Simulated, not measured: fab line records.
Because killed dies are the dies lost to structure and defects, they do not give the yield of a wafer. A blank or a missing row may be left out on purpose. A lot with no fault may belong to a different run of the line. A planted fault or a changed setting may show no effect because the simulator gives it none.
Chamber matching || flow sky130 || 4 sister chambers for SKY_POLY_GATE_ETCH_17 on rie_si-02
The step etches poly-Si in HBr/Cl2, stops on SiO2, target depth 180 nm, time 70.5 s. 14 wafers are shown with their chamber, then 7 later ones without.

## WAFERS PAIRED WITH THEIR CHAMBERS
{"wafer": "L164.2", "chamber": 3, "drypump_motor_current_A (A)": 5.3, "he_backside_leak_sccm (sccm)": 2.89, "rf_fwd_power_W (W)": 389.5}
{"wafer": "L164.5", "chamber": 1, "drypump_motor_current_A (A)": 5.0, "he_backside_leak_sccm (sccm)": 2.46, "rf_fwd_power_W (W)": 391.9}
{"wafer": "L164.6", "chamber": 2, "drypump_motor_current_A (A)": 5.1, "he_backside_leak_sccm (sccm)": 3.02, "rf_fwd_power_W (W)": 392.2}
{"wafer": "L167.2", "chamber": 3, "drypump_motor_current_A (A)": 5.2, "he_backside_leak_sccm (sccm)": 2.86, "rf_fwd_power_W (W)": 390.0}
{"wafer": "L167.5", "chamber": 0, "drypump_motor_current_A (A)": 5.7, "he_backside_leak_sccm (sccm)": 2.57, "rf_fwd_power_W (W)": 388.4}
{"wafer": "L167.6", "chamber": 3, "drypump_motor_current_A (A)": 5.3, "he_backside_leak_sccm (sccm)": 2.81, "rf_fwd_power_W (W)": 391.2}
{"wafer": "L169.1", "chamber": 3, "drypump_motor_current_A (A)": 5.2, "he_backside_leak_sccm (sccm)": 2.86, "rf_fwd_power_W (W)": 390.9}
{"wafer": "L169.3", "chamber": 0, "drypump_motor_current_A (A)": 5.7, "he_backside_leak_sccm (sccm)": 2.45, "rf_fwd_power_W (W)": 388.4}
{"wafer": "L169.6", "chamber": 3, "drypump_motor_current_A (A)": 5.3, "he_backside_leak_sccm (sccm)": 2.63, "rf_fwd_power_W (W)": 389.2}
{"wafer": "L171.1", "chamber": 2, "drypump_motor_current_A (A)": 5.1, "he_backside_leak_sccm (sccm)": 2.84, "rf_fwd_power_W (W)": 390.8}
{"wafer": "L171.2", "chamber": 0, "drypump_motor_current_A (A)": 5.8, "he_backside_leak_sccm (sccm)": 2.48, "rf_fwd_power_W (W)": 390.5}
{"wafer": "L171.6", "chamber": 3, "drypump_motor_current_A (A)": 5.3, "he_backside_leak_sccm (sccm)": 2.86, "rf_fwd_power_W (W)": 390.5}
{"wafer": "L179.1", "chamber": 0, "drypump_motor_current_A (A)": 5.7, "he_backside_leak_sccm (sccm)": 2.73, "rf_fwd_power_W (W)": 389.3}
{"wafer": "L179.4", "chamber": 1, "drypump_motor_current_A (A)": 5.0, "he_backside_leak_sccm (sccm)": 2.46, "rf_fwd_power_W (W)": 390.1}

SIGNATURES, as means of the wafers listed above
{"reading": "drypump_motor_current_A", "chamber 0": 5.725, "chamber 1": 5.000, "chamber 2": 5.100, "chamber 3": 5.267, "scatter within a chamber": 0.0456}
{"reading": "he_backside_leak_sccm", "chamber 0": 2.5575, "chamber 1": 2.4600, "chamber 2": 2.9300, "chamber 3": 2.8183, "scatter within a chamber": 0.105}
{"reading": "rf_fwd_power_W", "chamber 0": 389.150, "chamber 1": 391.000, "chamber 2": 391.500, "chamber 3": 390.217, "scatter within a chamber": 0.932}
Rule: for each reading, subtract the chamber's mean from the wafer's reading, divide by that reading's scatter and square the result; add these up over the readings and take the root, which gives the wafer's distance from the chamber. If the next closest chamber is less than 2 further off than the closest, the wafer can't be placed; otherwise it belongs to the closest. The scatter is the square root of a quotient: the sum, over the shown wafers, of each reading's squared deviation from its chamber's mean, divided by wafers minus chambers.

## WAFERS WHOSE CHAMBER IS MISSING
{"wafer": "L179.5", "drypump_motor_current_A (A)": 5.7, "he_backside_leak_sccm (sccm)": 2.68, "rf_fwd_power_W (W)": 388.7}
{"wafer": "L181.1", "drypump_motor_current_A (A)": 5.8, "he_backside_leak_sccm (sccm)": 2.52, "rf_fwd_power_W (W)": 387.2}
{"wafer": "L181.3", "drypump_motor_current_A (A)": 5.0, "he_backside_leak_sccm (sccm)": 2.49, "rf_fwd_power_W (W)": 389.7}
{"wafer": "L181.5", "drypump_motor_current_A (A)": 5.8, "he_backside_leak_sccm (sccm)": 2.46, "rf_fwd_power_W (W)": 388.1}
{"wafer": "L182.1", "drypump_motor_current_A (A)": 4.9, "he_backside_leak_sccm (sccm)": 2.58, "rf_fwd_power_W (W)": 389.4}
{"wafer": "L182.2", "drypump_motor_current_A (A)": 5.3, "he_backside_leak_sccm (sccm)": 2.75, "rf_fwd_power_W (W)": 389.7}
{"wafer": "L182.3", "drypump_motor_current_A (A)": 5.8, "he_backside_leak_sccm (sccm)": 2.63, "rf_fwd_power_W (W)": 390.2}

## EACH ONE'S CHAMBER
{"wafer": "L179.5", "from the rows above": 0, "in truth": 0}
{"wafer": "L181.1", "from the rows above": 0, "in truth": 0}
{"wafer": "L181.3", "from the rows above": 1, "in truth": 1}
{"wafer": "L181.5", "from the rows above": 0, "in truth": 0}
{"wafer": "L182.1", "from the rows above": 1, "in truth": 1}
{"wafer": "L182.2", "from the rows above": 3, "in truth": 3}
{"wafer": "L182.3", "from the rows above": 0, "in truth": 0}
7 of 7 placed correctly. Left unplaced by these rows: 0. Number placed wrongly: 0.
